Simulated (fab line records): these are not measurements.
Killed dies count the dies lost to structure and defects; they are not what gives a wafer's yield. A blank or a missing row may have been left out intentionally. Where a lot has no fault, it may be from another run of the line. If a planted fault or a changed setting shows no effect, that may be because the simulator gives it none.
Chamber matching | flow sky130 | 3 sister chambers for SKY_PASSIVATION_CVD_02 on pecvd-03
The step deposits Si3N4, target thk 540 nm. 6 wafers are shown with their chamber, then 9 later ones without.

## EACH WAFER AND ITS CHAMBER
wafer  | chamber | heaterPowerW (W) | heaterPowerOuterW (W)
L082.3 | 2       | 811              | 490
L085.1 | 0       | 790              | 469
L085.3 | 2       | 918              | 568
L087.4 | 1       | 673              | 406
L087.5 | 0       | 816              | 523
L087.6 | 1       | 522              | 297

## WAFERS WITHOUT THEIR CHAMBER
wafer  | heaterPowerW (W) | heaterPowerOuterW (W)
L092.2 | 588              | 361
L092.4 | 634              | 384
L092.5 | 783              | 454
L093.2 | 642              | 412
L093.4 | 771              | 454
L093.6 | 523              | 300
L096.2 | 827              | 512
L096.4 | 852              | 523
L096.6 | 864              | 559

## CHAMBER TAKEN BY EACH
wafer  | from the rows above     | in truth
L092.2 | 1                       | 1
L092.4 | 1                       | 1
L092.5 | can't be placed: 0 or 2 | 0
L093.2 | can't be placed: 1 or 0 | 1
L093.4 | can't be placed: 0 or 2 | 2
L093.6 | 1                       | 1
L096.2 | can't be placed: 0 or 2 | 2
L096.4 | can't be placed: 2 or 0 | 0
L096.6 | can't be placed: 2 or 0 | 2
Placed correctly: 3 of 9. These rows do not allow placing 6 (true chamber among the candidates in 6). Wrongly placed: 0.
How it was worked out, from the rows above alone: a wafer's distance from a chamber is the root of the sum, over the readings, of the square of ((its reading less the chamber's mean) divided by the reading's scatter). If the next closest chamber is less than 2 further off than the closest, the wafer can't be placed; otherwise it belongs to the closest. For every chamber, the mean is computed from those of its wafers that are shown. The scatter is the square root of a quotient: the sum, over the shown wafers, of each reading's squared deviation from its chamber's mean, divided by wafers minus chambers.
